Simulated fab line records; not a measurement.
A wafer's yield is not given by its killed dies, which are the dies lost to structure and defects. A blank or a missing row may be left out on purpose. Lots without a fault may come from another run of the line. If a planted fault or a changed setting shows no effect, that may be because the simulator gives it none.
fab line records ; flow gf180mcu
record lots=5; wafers=15; last_day=33
route steps=602 shown MIM@503 M5@526
lots that met no fault: taken from a fault-free run of the same line
start_h: hours from the record's opening day to when the first of the lot's shown wafers began ; wait_h: hours elapsed since this lot's preceding step ; " identical to the entry in the row above ; L1.1+2: several wafers, shown together as one row ; - no value, or no start given ; * or withheld: withheld ; < > ~ a bound
route shown NAME@n: names a module that has steps shown in the file, with the first one's number in the route ; usual: mean/standard deviation taken from wafers without a fault ; same: alike in all rows ; chamber/n: place in a boat ; sites: each site's reading ; _std_site: how widely they spread, as a standard deviation ; _edge_site: inner sites' mean taken away from outer sites' mean ; radius_mm: for every site, how far away it sits from the centre of the wafer ; mask NAME#n: copy n ; behind: the last tool/chamber to shape the wafer ; hold: the reason the lot was held/the length of the hold in hours/how it ended ; device: which transistor (n, p or np) failed to switch ; end of line: at the end of the route, the tests of the same wafers ; where a step has no rows: the recipe by itself ; killed: dies that structure and defects cost at the first sort, which is not the same as the wafer's yield ; map: shows each die of a wafer: x if killed, . if not, _ if none is there
set.NAME: the run value of the setting; set.NAME@STEP: its run value at that earlier step ; model.NAME: the simulator's own value behind a step, which no gauge read
lots at selected steps of the route; one table per step, one row per wafer
services: a tool's chamber out of use, with start hour (start_h, from the record's first day; less than 0 if before it), hours out, and reason
## steps
# step GF_MIM_SPUTTER_00
# recipe material=Ti; target_thk_nm=37.5; arriving_ion_energy_ev=80; substrate_temp_c=200; chamber_pressure_pa=2; power_w=4000; time_s=150
# usual throttle_valve_pct=30.3/0.99
lot.wafer;tool;chamber;start_h;wait_h;throttle_valve_pct
L075.1;pvd_sputter-03;-;572.18;0.1;30.1
L075.3;pvd_sputter-03;-;572.18;0.1;30.0
L075.5;pvd_sputter-03;-;572.18;0.1;30.9
L077.1;pvd_sputter-02;-;579.15;0.1;31.6
L077.3;pvd_sputter-02;-;579.15;0.1;31.0
L077.4;pvd_sputter-02;-;579.15;0.1;30.1
L078.1;pvd_sputter-02;-;600.39;0.2;28.0
L078.4;pvd_sputter-02;-;600.39;0.2;31.4
L078.5;pvd_sputter-02;-;600.39;0.2;31.0
L090.2;pvd_sputter-03;-;689.86;0.2;30.3
L090.3;pvd_sputter-03;-;689.86;0.2;31.1
L090.5;pvd_sputter-03;-;689.86;0.2;30.8
L093.1;pvd_sputter-03;-;704.04;0.1;30.2
L093.4;pvd_sputter-03;-;704.04;0.1;31.1
L093.5;pvd_sputter-03;-;704.04;0.1;30.1
# step GF_MIM_SPUTTER_01
# recipe material=TiN; target_thk_nm=30; power_w=6500; time_s=25; chamber_pressure_pa=0.4
# usual throttle_valve_pct=30.3/0.97
lot.wafer;tool;chamber;start_h;wait_h;throttle_valve_pct
L075.1;pvd_sputter-03;-;572.28;0.1;30.0
L075.3;pvd_sputter-03;-;572.28;0.1;29.9
L075.5;pvd_sputter-03;-;572.28;0.1;30.8
L077.1;pvd_sputter-02;-;579.25;0.1;31.7
L077.3;pvd_sputter-02;-;579.25;0.1;30.9
L077.4;pvd_sputter-02;-;579.25;0.1;30.0
L078.1;pvd_sputter-02;-;600.49;0.1;27.8
L078.4;pvd_sputter-02;-;600.49;0.1;31.6
L078.5;pvd_sputter-02;-;600.49;0.1;31.0
L090.2;pvd_sputter-03;-;689.96;0.1;30.3
L090.3;pvd_sputter-03;-;689.96;0.1;31.1
L090.5;pvd_sputter-03;-;689.96;0.1;30.8
L093.1;pvd_sputter-03;-;704.14;0.1;30.2
L093.4;pvd_sputter-03;-;704.14;0.1;31.1
L093.5;pvd_sputter-03;-;704.14;0.1;30.0
# step GF_MIM_SPUTTER_02
# recipe material=AlCu; target_thk_nm=450; power_w=10600; time_s=23.9; chamber_pressure_pa=0.4
# usual throttle_valve_pct=30.3/0.98
lot.wafer;tool;chamber;start_h;wait_h;throttle_valve_pct
L075.1;pvd_sputter-03;-;572.31;0.0;30.2
L075.3;pvd_sputter-03;-;572.31;0.0;29.8
L075.5;pvd_sputter-03;-;572.31;0.0;31.1
L077.1;pvd_sputter-02;-;579.28;0.0;31.6
L077.3;pvd_sputter-02;-;579.28;0.0;31.1
L077.4;pvd_sputter-02;-;579.28;0.0;30.0
L078.1;pvd_sputter-02;-;600.52;0.0;28.4
L078.4;pvd_sputter-02;-;600.52;0.0;31.5
L078.5;pvd_sputter-02;-;600.52;0.0;31.1
L090.2;pvd_sputter-03;-;689.99;0.0;30.3
L090.3;pvd_sputter-03;-;689.99;0.0;30.8
L090.5;pvd_sputter-03;-;689.99;0.0;30.9
L093.1;pvd_sputter-03;-;704.17;0.0;30.2
L093.4;pvd_sputter-03;-;704.17;0.0;31.0
L093.5;pvd_sputter-03;-;704.17;0.0;30.0
# step GF_MIM_SPUTTER_03
# recipe material=Ti; target_thk_nm=10; substrate_temp_c=300; chamber_pressure_pa=0.3; power_w=3000; time_s=6.7
# usual throttle_valve_pct=30.3/0.95
lot.wafer;tool;chamber;start_h;wait_h;throttle_valve_pct
L075.1;pvd_sputter-03;-;572.34;0.0;29.9
L075.3;pvd_sputter-03;-;572.34;0.0;29.9
L075.5;pvd_sputter-03;-;572.34;0.0;31.1
L077.1;pvd_sputter-02;-;579.31;0.0;31.5
L077.3;pvd_sputter-02;-;579.31;0.0;30.8
L077.4;pvd_sputter-02;-;579.31;0.0;30.0
L078.1;pvd_sputter-02;-;600.55;0.0;28.1
L078.4;pvd_sputter-02;-;600.55;0.0;31.4
L078.5;pvd_sputter-02;-;600.55;0.0;31.2
L090.2;pvd_sputter-03;-;690.02;0.0;29.8
L090.3;pvd_sputter-03;-;690.02;0.0;30.9
L090.5;pvd_sputter-03;-;690.02;0.0;30.7
L093.1;pvd_sputter-03;-;704.20;0.0;30.2
L093.4;pvd_sputter-03;-;704.20;0.0;31.0
L093.5;pvd_sputter-03;-;704.20;0.0;30.2
# step GF_MIM_SPUTTER_04
# recipe material=TiN; target_thk_nm=50; power_w=6500; time_s=41.7; chamber_pressure_pa=0.4
# usual throttle_valve_pct=30.3/0.99
lot.wafer;tool;chamber;start_h;wait_h;throttle_valve_pct
L075.1;pvd_sputter-03;-;572.36;0.0;30.2
L075.3;pvd_sputter-03;-;572.36;0.0;29.9
L075.5;pvd_sputter-03;-;572.36;0.0;31.1
L077.1;pvd_sputter-02;-;579.33;0.0;31.6
L077.3;pvd_sputter-02;-;579.33;0.0;31.1
L077.4;pvd_sputter-02;-;579.33;0.0;30.2
L078.1;pvd_sputter-02;-;600.57;0.0;28.3
L078.4;pvd_sputter-02;-;600.57;0.0;31.6
L078.5;pvd_sputter-02;-;600.57;0.0;31.2
L090.2;pvd_sputter-03;-;690.04;0.0;30.2
L090.3;pvd_sputter-03;-;690.04;0.0;31.1
L090.5;pvd_sputter-03;-;690.04;0.0;30.9
L093.1;pvd_sputter-03;-;704.22;0.0;30.2
L093.4;pvd_sputter-03;-;704.22;0.0;30.9
L093.5;pvd_sputter-03;-;704.22;0.0;30.2
# step GF_MIM_CVD_05
# recipe material=Si3N4; target_thk_nm=42; temp_max_c=400; temp_c=385; time_s=29.086; rf_w=450
# usual heater_power_w=631/110
lot.wafer;tool;chamber;start_h;wait_h;heater_power_w
L075.1;pecvd-01;0;572.40;0.0;562
L075.3;pecvd-01;2;572.40;0.0;618
L075.5;pecvd-01;1;572.40;0.0;707
L077.1;pecvd-01;2;579.37;0.0;589
L077.3;pecvd-01;1;579.37;0.0;588
L077.4;pecvd-01;0;579.37;0.0;617
L078.1;pecvd-02;2;600.61;0.0;505
L078.4;pecvd-02;0;600.61;0.0;630
L078.5;pecvd-02;2;600.61;0.0;499
L090.2;pecvd-01;2;690.08;0.0;518
L090.3;pecvd-01;0;690.08;0.0;659
L090.5;pecvd-01;2;690.08;0.0;519
L093.1;pecvd-04;0;704.26;0.0;661
L093.4;pecvd-04;0;704.26;0.0;666
L093.5;pecvd-04;1;704.26;0.0;609
# step GF_MIM_THK_MEAS_06
# recipe reads=Si3N4_of_MIM_CVD_05
# usual MIM_CVD_05_THK=42.1/0.57
lot.wafer;tool;chamber;start_h;wait_h;MIM_CVD_05_THK[nm]
L075.1;film_metro-03;-;572.43;0.0;42.5
L075.3;film_metro-03;-;572.43;0.0;42.6
L075.5;film_metro-03;-;572.43;0.0;43.1
L077.1;film_metro-01;-;579.41;0.0;42.1
L077.3;film_metro-01;-;579.41;0.0;41.5
L077.4;film_metro-01;-;579.41;0.0;42.3
L078.1;film_metro-03;-;600.64;0.0;41.4
L078.4;film_metro-03;-;600.64;0.0;42.8
L078.5;film_metro-03;-;600.64;0.0;42.1
L090.2;film_metro-03;-;690.12;0.0;41.8
L090.3;film_metro-03;-;690.12;0.0;41.9
L090.5;film_metro-03;-;690.12;0.0;42.6
L093.1;film_metro-01;-;704.30;0.0;41.7
L093.4;film_metro-01;-;704.30;0.0;42.3
L093.5;film_metro-01;-;704.30;0.0;42.0
# step GF_MIM_SPUTTER_07
# recipe material=TiN; target_thk_nm=60; power_w=6500; time_s=50; chamber_pressure_pa=0.4
# usual throttle_valve_pct=30.4/0.95
lot.wafer;tool;chamber;start_h;wait_h;throttle_valve_pct
L075.1;pvd_sputter-02;-;572.49;0.1;28.5
L075.3;pvd_sputter-02;-;572.49;0.1;30.0
L075.5;pvd_sputter-02;-;572.49;0.1;30.0
L077.1;pvd_sputter-01;-;579.47;0.1;31.0
L077.3;pvd_sputter-01;-;579.47;0.1;28.8
L077.4;pvd_sputter-01;-;579.47;0.1;30.5
L078.1;pvd_sputter-01;-;600.70;0.1;31.2
L078.4;pvd_sputter-01;-;600.70;0.1;30.4
L078.5;pvd_sputter-01;-;600.70;0.1;30.7
L090.2;pvd_sputter-02;-;690.17;0.0;28.2
L090.3;pvd_sputter-02;-;690.17;0.0;30.7
L090.5;pvd_sputter-02;-;690.17;0.0;29.9
L093.1;pvd_sputter-01;-;704.36;0.1;30.8
L093.4;pvd_sputter-01;-;704.36;0.1;28.8
L093.5;pvd_sputter-01;-;704.36;0.1;31.0
# step GF_MIM_SPUTTER_08
# recipe material=AlCu; target_thk_nm=200; power_w=10600; time_s=10.6; chamber_pressure_pa=0.4
# usual throttle_valve_pct=30.4/0.93
lot.wafer;tool;chamber;start_h;wait_h;throttle_valve_pct
L075.1;pvd_sputter-02;-;572.53;0.0;28.4
L075.3;pvd_sputter-02;-;572.53;0.0;30.1
L075.5;pvd_sputter-02;-;572.53;0.0;29.8
L077.1;pvd_sputter-01;-;579.51;0.0;30.8
L077.3;pvd_sputter-01;-;579.51;0.0;28.6
L077.4;pvd_sputter-01;-;579.51;0.0;30.4
L078.1;pvd_sputter-01;-;600.75;0.0;31.0
L078.4;pvd_sputter-01;-;600.75;0.0;30.7
L078.5;pvd_sputter-01;-;600.75;0.0;31.0
L090.2;pvd_sputter-02;-;690.22;0.0;28.3
L090.3;pvd_sputter-02;-;690.22;0.0;30.9
L090.5;pvd_sputter-02;-;690.22;0.0;29.9
L093.1;pvd_sputter-01;-;704.40;0.0;31.2
L093.4;pvd_sputter-01;-;704.40;0.0;28.9
L093.5;pvd_sputter-01;-;704.40;0.0;31.0
# step GF_MIM_SPUTTER_09
# recipe material=TiN; target_thk_nm=35; power_w=6500; time_s=29.2; chamber_pressure_pa=0.4
# usual throttle_valve_pct=30.3/0.96
lot.wafer;tool;chamber;start_h;wait_h;throttle_valve_pct
L075.1;pvd_sputter-02;-;572.56;0.0;28.2
L075.3;pvd_sputter-02;-;572.56;0.0;29.9
L075.5;pvd_sputter-02;-;572.56;0.0;29.9
L077.1;pvd_sputter-01;-;579.53;0.0;30.7
L077.3;pvd_sputter-01;-;579.53;0.0;28.9
L077.4;pvd_sputter-01;-;579.53;0.0;30.3
L078.1;pvd_sputter-01;-;600.77;0.0;31.0
L078.4;pvd_sputter-01;-;600.77;0.0;30.5
L078.5;pvd_sputter-01;-;600.77;0.0;31.2
L090.2;pvd_sputter-02;-;690.24;0.0;28.1
L090.3;pvd_sputter-02;-;690.24;0.0;31.4
L090.5;pvd_sputter-02;-;690.24;0.0;30.1
L093.1;pvd_sputter-01;-;704.42;0.0;30.8
L093.4;pvd_sputter-01;-;704.42;0.0;29.0
L093.5;pvd_sputter-01;-;704.42;0.0;31.2
# step GF_MIM_RS_MEAS_10
# recipe thk_meas_gauge=four-point-probe; reads=TiN_of_MIM_SPUTTER_09+AlCu_of_MIM_SPUTTER_08+TiN_of_MIM_SPUTTER_07
# usual MIM_ALCU_RS=0.1604/0.0016
lot.wafer;tool;chamber;start_h;wait_h;MIM_ALCU_RS[ohm/sq]
L075.1;film_metro-01;-;572.59;0.0;0.1609
L075.3;film_metro-01;-;572.59;0.0;0.1601
L075.5;film_metro-01;-;572.59;0.0;0.1594
L077.1;film_metro-03;-;579.57;0.0;0.1580
L077.3;film_metro-03;-;579.57;0.0;0.1570
L077.4;film_metro-03;-;579.57;0.0;0.1578
L078.1;film_metro-03;-;600.80;0.0;0.1612
L078.4;film_metro-03;-;600.80;0.0;0.1613
L078.5;film_metro-03;-;600.80;0.0;0.1596
L090.2;film_metro-01;-;690.29;0.0;0.1587
L090.3;film_metro-01;-;690.29;0.0;0.1622
L090.5;film_metro-01;-;690.29;0.0;0.1590
L093.1;film_metro-03;-;704.46;0.0;0.1571
L093.4;film_metro-03;-;704.46;0.0;0.1564
L093.5;film_metro-03;-;704.46;0.0;0.1596
# step GF_MIM_THK_MEAS_11
# recipe thk_meas_gauge=xrf; reads=AlCu_of_MIM_SPUTTER_08
# usual MIM_ALCU_THK=200.6/1.9
lot.wafer;tool;chamber;start_h;wait_h;MIM_ALCU_THK[nm]
L075.1;film_metro-01;-;572.71;0.1;200.0
L075.3;film_metro-01;-;572.71;0.1;201.0
L075.5;film_metro-01;-;572.71;0.1;201.7
L077.1;film_metro-03;-;579.69;0.1;203.4
L077.3;film_metro-03;-;579.69;0.1;204.9
L077.4;film_metro-03;-;579.69;0.1;203.7
L078.1;film_metro-03;-;600.92;0.1;201.4
L078.4;film_metro-03;-;600.92;0.1;200.2
L078.5;film_metro-03;-;600.92;0.1;202.2
L090.2;film_metro-01;-;690.40;0.1;201.6
L090.3;film_metro-01;-;690.40;0.1;197.3
L090.5;film_metro-01;-;690.40;0.1;201.9
L093.1;film_metro-03;-;704.58;0.1;204.5
L093.4;film_metro-03;-;704.58;0.1;205.9
L093.5;film_metro-03;-;704.58;0.1;202.3
# step GF_MIM_DEHYDRATE_12
# recipe temp_c=200; time_s=60
lot.wafer;tool;chamber;start_h;wait_h
L075.1+3+5;litho_track-01;0;582.31;9.6
L077.1+3+4;litho_track-02;0;589.68;10.0
L078.1+4+5;litho_track-04;0;610.52;9.6
L090.2+3+5;litho_track-02;0;698.26;7.8
L093.1+4+5;litho_track-04;0;712.82;8.2
# step GF_MIM_HMDS_13
# recipe prime_time_s=60; prime_temp_c=120
lot.wafer;tool;chamber;start_h;wait_h
L075.1+3+5;litho_track-01;0;582.46;0.1
L077.1+3+4;litho_track-02;0;589.83;0.1
L078.1+4+5;litho_track-04;0;610.67;0.1
L090.2+3+5;litho_track-02;0;698.41;0.1
L093.1+4+5;litho_track-04;0;712.97;0.1
# step GF_MIM_COAT_14
# recipe resist=NOVOLAK; spin_rpm=3000; resist_thk_nm=1000
lot.wafer;tool;chamber;start_h;wait_h
L075.1+3+5;litho_track-01;0;582.61;0.1
L077.1+3+4;litho_track-02;0;589.98;0.1
L078.1+4+5;litho_track-04;0;610.82;0.1
L090.2+3+5;litho_track-02;0;698.56;0.1
L093.1+4+5;litho_track-04;0;713.12;0.1
# step GF_MIM_SOFTBAKE_15
# recipe temp_c=90; time_s=60; resist=NOVOLAK
lot.wafer;tool;chamber;start_h;wait_h
L075.1+3+5;litho_track-01;0;582.76;0.1
L077.1+3+4;litho_track-02;0;590.13;0.1
L078.1+4+5;litho_track-04;0;610.97;0.1
L090.2+3+5;litho_track-02;0;698.71;0.1
L093.1+4+5;litho_track-04;0;713.27;0.1
# step GF_MIM_EXPOSE_16
# recipe mask_id=FuseTop; target_cd_nm=2000; na=0.6; source_shape=conventional; sigma_outer=0.6; dose_mj=140
lot.wafer;tool;chamber;start_h;wait_h;mask
L075.1+3+5;iline_stepper-02;0;-;-;FuseTop#0
L077.1+3+4;iline_stepper-01;0;-;-;FuseTop#0
L078.1+4+5;iline_stepper-02;0;-;-;FuseTop#0
L090.2+3+5;iline_stepper-02;0;-;-;FuseTop#0
L093.1+4+5;iline_stepper-02;0;-;-;FuseTop#0
# step GF_MIM_PEB_17
# recipe temp_c=withheld; time_s=*; resist=NOVOLAK
lot.wafer;tool;chamber;start_h;wait_h
L075.1+3+5;litho_track-01;0;-;-
L077.1+3+4;litho_track-02;0;-;-
L078.1+4+5;litho_track-01;0;-;-
L090.2+3+5;litho_track-02;0;-;-
L093.1+4+5;litho_track-02;0;-;-
# step GF_MIM_DEVELOP_18
# recipe develop_time_s=60; dev_temp_c=23
lot.wafer;tool;chamber;start_h;wait_h
L075.1+3+5;litho_track-01;0;593.16;0.1
L077.1+3+4;litho_track-02;0;600.63;0.1
L078.1+4+5;litho_track-01;0;621.36;0.1
L090.2+3+5;litho_track-02;0;707.76;0.1
L093.1+4+5;litho_track-02;0;721.68;0.1
# step GF_MIM_METAL_ETCH_19
# recipe chemistry=Cl2/BCl3; mask_material=NOVOLAK; stop_on=Si3N4; target_depth_nm=324.5; pressure_mtorr=8; icp_w=800; bias_w=140; Cl2_flow_sccm=80; bcl3_flow_sccm=40; time_s=54.1
# usual bcl3_flow_sccm=39.99/0.13; drypump_motor_current_A=5.60/0.24; oes_product_au=0.941/0.005; throttle_valve_pct=28.283/0.0085
lot.wafer;tool;chamber;start_h;wait_h;bcl3_flow_sccm;drypump_motor_current_A;oes_product_au;rf_hours_counter_h;throttle_valve_pct
L075.1;rie_metal-01;1;593.31;0.1;40.02;5.24;0.942;9;28.283
L075.3;rie_metal-01;0;593.31;0.1;39.88;5.99;0.933;-;28.286
L075.5;rie_metal-01;1;593.31;0.1;40.15;5.23;0.948;-;28.277
L077.1;rie_metal-01;1;600.78;0.1;39.93;5.23;0.946;10;28.277
L077.3;rie_metal-01;0;600.78;0.1;40.03;5.98;0.952;-;28.266
L077.4;rie_metal-01;1;600.78;0.1;39.87;5.23;0.945;-;28.282
L078.1;rie_metal-02;1;621.51;0.1;39.65;5.66;0.942;5;28.284
L078.4;rie_metal-02;0;621.51;0.1;39.64;5.47;0.940;-;28.292
L078.5;rie_metal-02;1;621.51;0.1;39.83;5.65;0.946;-;28.282
L090.2;rie_metal-02;0;707.88;0.1;40.03;5.51;0.942;11;28.255
L090.3;rie_metal-02;1;707.88;0.1;39.77;5.68;0.935;-;28.300
L090.5;rie_metal-02;1;707.88;0.1;39.85;5.69;0.943;-;28.288
L093.1;rie_metal-02;0;721.83;0.1;39.88;5.54;0.943;11;28.265
L093.4;rie_metal-02;1;721.83;0.1;40.00;5.69;0.950;-;28.269
L093.5;rie_metal-02;0;721.83;0.1;39.89;5.54;0.941;-;28.290
# step GF_MIM_STRIP_20
# recipe chemistry=O2/N2; power_w=1400; pressure_mtorr=1500; platen_temp_c=250; o2_flow_sccm=3000; n2_flow_sccm=300; overash_fraction=0.5
# usual drypump_motor_current_A=5.6/0.36; heater_power_w=328/55; oes_product_au=0.691/0.0049; strip_time_to_endpoint_s=11.22/0.039
lot.wafer;tool;chamber;start_h;wait_h;drypump_motor_current_A;heater_power_w;oes_product_au;rf_hours_counter_h;strip_time_to_endpoint_s
L075.1;plasma_asher-04;1;593.38;0.0;6.0;287;0.698;17;11.26
L075.3;plasma_asher-04;0;593.38;0.0;5.2;325;0.693;-;11.23
L075.5;plasma_asher-04;1;593.38;0.0;6.0;283;0.693;-;11.21
L077.1;plasma_asher-04;0;600.85;0.0;5.2;331;0.687;18;11.16
L077.3;plasma_asher-04;0;600.85;0.0;5.2;321;0.682;-;11.12
L077.4;plasma_asher-04;1;600.85;0.0;6.1;292;0.689;-;11.19
L078.1;plasma_asher-04;1;621.58;0.0;6.1;277;0.698;20;11.20
L078.4;plasma_asher-04;0;621.58;0.0;5.2;325;0.693;-;11.13
L078.5;plasma_asher-04;0;621.58;0.0;5.3;331;0.690;-;11.15
L090.2;plasma_asher-02;1;707.95;0.0;5.6;347;0.686;111;11.20
L090.3;plasma_asher-02;0;707.95;0.0;5.0;311;0.688;-;11.18
L090.5;plasma_asher-02;0;707.95;0.0;5.0;312;0.684;-;11.19
L093.1;plasma_asher-04;0;721.90;0.0;5.3;339;0.694;30;11.27
L093.4;plasma_asher-04;1;721.90;0.0;6.1;282;0.695;-;11.22
L093.5;plasma_asher-04;1;721.90;0.0;6.1;283;0.695;-;11.24
# step GF_MIM_STRIP_21
# recipe chemistry=post_etch_residue_remover; time_s=1200; temp_c=72.5
lot.wafer;tool;chamber;start_h;wait_h
L075.1+3+5;wet_bench-03;1;593.48;0.1
L077.1+3+4;wet_bench-03;3;600.95;0.1
L078.1+4+5;wet_bench-03;3;621.68;0.1
L090.2+3+5;wet_bench-01;2;708.05;0.1
L093.1+4+5;wet_bench-02;2;722.00;0.1
# step GF_MIM_CLEAN_22
# recipe chemistry=DIW; dry=n2_spin
lot.wafer;tool;chamber;start_h;wait_h
L075.1+3+5;wet_bench-01;0;593.82;0.0
L077.1+3+4;wet_bench-01;0;601.30;0.0
L078.1+4+5;wet_bench-02;3;622.06;0.0
L090.2+3+5;wet_bench-02;2;708.50;0.0
L093.1+4+5;wet_bench-01;0;722.34;0.0
# step GF_M5_DEHYDRATE_00
# recipe temp_c=200; time_s=60
lot.wafer;tool;chamber;start_h;wait_h
L075.1+3+5;litho_track-02;0;603.63;9.7
L077.1+3+4;litho_track-03;0;610.99;9.6
L078.1+4+5;litho_track-02;0;631.93;9.8
L090.2+3+5;litho_track-03;0;716.87;8.3
L093.1+4+5;litho_track-04;0;730.82;8.4
# step GF_M5_HMDS_01
# recipe prime_time_s=60; prime_temp_c=120
lot.wafer;tool;chamber;start_h;wait_h
L075.1+3+5;litho_track-02;0;603.78;0.1
L077.1+3+4;litho_track-03;0;611.14;0.1
L078.1+4+5;litho_track-02;0;632.08;0.1
L090.2+3+5;litho_track-03;0;717.02;0.1
L093.1+4+5;litho_track-04;0;730.97;0.1
## services
tool;chamber;start_h;hours;kind
pecvd-02;-;555.01;2.5;repair
pecvd-04;2;555.92;2.1;repair
pecvd-01;-;561.17;6.0;pm
plasma_asher-02;-;579.63;2.8;pm
pvd_sputter-02;-;581.17;1.5;repair
pecvd-01;-;591.12;14.0;pm
pecvd-02;-;605.73;1.2;repair
iline_stepper-01;-;611.34;1.7;pm
plasma_asher-02;-;612.53;0.4;repair
iline_stepper-02;-;623.85;2.3;repair
pvd_sputter-01;-;625.85;65.9;repair
iline_stepper-01;-;631.13;8.9;pm
pvd_sputter-03;-;638.32;5.5;repair
iline_stepper-02;-;647.29;4.4;pm
iline_stepper-02;-;659.58;2.3;repair
pvd_sputter-01;-;663.16;5.6;repair
iline_stepper-01;-;665.79;6.2;repair
iline_stepper-01;-;672.01;28.9;pm
pecvd-02;-;672.35;0.5;repair
iline_stepper-02;-;686.92;3.6;repair
plasma_asher-02;-;689.42;0.9;repair
plasma_asher-04;-;700.66;1.1;repair
iline_stepper-02;-;700.99;1.7;pm
pvd_sputter-03;-;722.21;1.1;repair
## key
fault none
